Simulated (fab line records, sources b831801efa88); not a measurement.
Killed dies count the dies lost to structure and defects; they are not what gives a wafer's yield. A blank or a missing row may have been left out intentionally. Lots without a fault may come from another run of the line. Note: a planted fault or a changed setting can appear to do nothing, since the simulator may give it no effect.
A struck lot beside a sound one / flow sky130 / 29 steps out of a route of 708
Sound: wafers L141.2, L141.4, L141.6. Struck: wafers L150.1, L150.2, L150.5. The cause comes at the end.
Order at every step that has rows: each side's tool, ch and its chambers, its first start. Under that, the readings that differ: sound wafers / struck wafers / difference of the means / sigmas: that difference in standard deviations of wafers without a fault.
alike: words and numbers the same on both sides, and readings whose means are apart by under 2 such deviations; not compared: readings that were withheld, readings missing a value for some wafer, numbers with overlapping values and no deviation given by the record, and bounds like >300 which may hide the same value.
A row with sigmas, a row that says differs or no value, or rows on one side alone: a step with any of these is where the two part. When numbers do not overlap yet have no deviation, they are printed without sigmas and do not part them. A reading that every wafer of one side lacks parts them only if that side has two wafers or more.

first, 9 steps without rows for these wafers: SKY_METAL2_DEVELOP_14 (develop time 60 s); SKY_METAL2_DESCUM_17 (chemistry O2, time 8 s); SKY_METAL2_ETCH_18 (etches BARC in N2/H2, stops on SiO2, time 45.9 s, target depth 60 nm); SKY_METAL2_METAL_ETCH_19 (etches the open film in Cl2/BCl3, stops on SiO2, target depth 360 nm, time 78 s); SKY_METAL2_STRIP_20 (strips in O2/N2); SKY_METAL2_STRIP_21 (strips in post etch residue remover, time 1200 s); SKY_METAL2_CLEAN_22 (cleans in IPA, time 180 s); SKY_METAL2_CLEAN_23 (cleans in O3/DIW); SKY_VIA2_HDPCVD_00 (deposits SiO2, target thk 1180 nm, time 196.7 s).
SKY_VIA2_CMP_02: polishes SiO2.
  sound on cmp-02 ch 1,2,3, day 37 22:44; struck on cmp-02 ch 0,2, day 40 13:23
  no value came back on the struck wafers for edge_zone_pressure_frac, head_pressure_psi (psi), motor_current_A (A); on the sound wafers edge_zone_pressure_frac reads 1.004 1.005 0.994
reading=model.SiO2_of_VIA2_HDPCVD_00.thk_nm (nm); sound=488.6 486.7 487.3; struck=1167 1184 1163; difference=+684; sigmas=
SKY_VIA2_BOW_MEAS_03:
  struck on film_metro-02, day 40 13:38; sound on film_metro-04, day 37 22:58
reading=VIA2_BOW (um); sound=91 92 93; struck=128 129 122; difference=+34; sigmas=+5
then, 9 steps without rows for these wafers: SKY_VIA2_DEHYDRATE_04 (time 60 s); SKY_VIA2_HMDS_05 (prime time 60 s); SKY_VIA2_COAT_06 (resist thk 60 nm); SKY_VIA2_COAT_07 (resist thk 450 nm); SKY_VIA2_SOFTBAKE_08 (time 90 s); SKY_VIA2_EXPOSE_09 (exposes mask VIM2, target cd 200 nm); SKY_VIA2_PEB_10; SKY_VIA2_DEVELOP_11 (develop time 60 s); SKY_VIA2_ETCH_14 (etches BARC in N2/H2, stops on SiO2, time 45.9 s, target depth 60 nm).
SKY_VIA2_ETCH_15: etches SiO2 in C4F8/O2/Ar, stops on TiN, target depth 546 nm, time 84 s.
  sound on rie_diel-02 ch 2,3, day 39 00:20; struck on rie_diel-04 ch 0,2,3, day 41 13:28
reading=oes_product_au (a.u.); sound=0.937 0.931 0.927; struck=1.633 1.619 1.607; difference=+0.688; sigmas=+99 or more
reading=model.etch.depth_nm (nm); sound=488.6 486.7 487.3; struck=550.1 543.3 537.1; difference=+56.0; sigmas=
reading=model.VIA2.feature_depth_nm (nm); sound=488.6 486.7 487.3; struck=550.1 543.3 537.1; difference=+56.0; sigmas=
  alike: chamber_pressure_mTorr
  not compared: rf_hours_counter_h
then, 6 steps without rows for these wafers: SKY_VIA2_STRIP_16 (strips in O2/N2); SKY_VIA2_STRIP_17 (strips in post etch residue remover, time 1200 s); SKY_VIA2_CLEAN_18 (cleans in IPA, time 180 s); SKY_VIA2_CLEAN_19 (cleans in O3/DIW); SKY_VIA2_SPUTTER_20 (material TiN, target thk 20 nm, time 80 s); SKY_VIA2_CVD_21 (deposits W, target thk 420 nm, time 126.4 s).
SKY_VIA2_CMP_24: polishes, stops on SiO2, t overpolish 20 s, target thk 0 nm.
  sound on cmp-02 ch 0,2,3, day 39 04:57; struck on cmp-02 ch 1,2,3, day 41 14:42
reading=model.SiO2_of_VIA2_HDPCVD_00.thk_nm (nm); sound=484.2 482.3 482.9; struck=1162 1179 1159; difference=+684; sigmas=
  alike: edge_zone_pressure_frac, head_pressure_psi, motor_current_A
-- the record jumps here: 8 days lie between the struck wafers' starts before and after (it left off in module VIA2 and takes up again in module PAD_OPEN, whose first step shown is number 708 of the route) --
SKY_PAD_OPEN_PROBE_99:
  struck on prober-02, day 49 19:20; sound on prober-01, day 47 23:44
reading=defect_limited_yield (%); sound=82.5 82.9 83.7; struck=0 0 0; difference=-83; sigmas=-46
reading=killed_at_M0_to_M3; sound=27 44 39; struck=462 444 458; difference=+418; sigmas=+60
reading=killed_dies; sound=86 84 80; struck=492 492 492; difference=+409; sigmas=+47
reading=killed_on_rim; sound=11 22 13; struck=96 96 96; difference=+81; sigmas=+20
reading=sort_bin_5_function (%); sound=12.0 10.4 9.1; struck=94.5 93.9 89.8; difference=+82.2; sigmas=+55
reading=sort_n_pass; sound=406 408 412; struck=0 0 0; difference=-409; sigmas=-47
reading=sort_yield_pct (%); sound=82.5 82.9 83.7; struck=0 0 0; difference=-83; sigmas=-46
  alike: killed_at_M4_up, killed_at_contacts, killed_at_front_end, killed_at_other, killed_open, killed_short, sort_bin_3_pad_short, sort_bin_6_memory

## WHERE THEY PART
At SKY_VIA2_CMP_02 first; at SKY_PAD_OPEN_PROBE_99 last (within this record only).

WHY: whatever the simulator had introduced
At SKY_VIA2_CMP_02, the step was skipped entirely on cmp-02 from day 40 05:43 on. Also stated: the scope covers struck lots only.
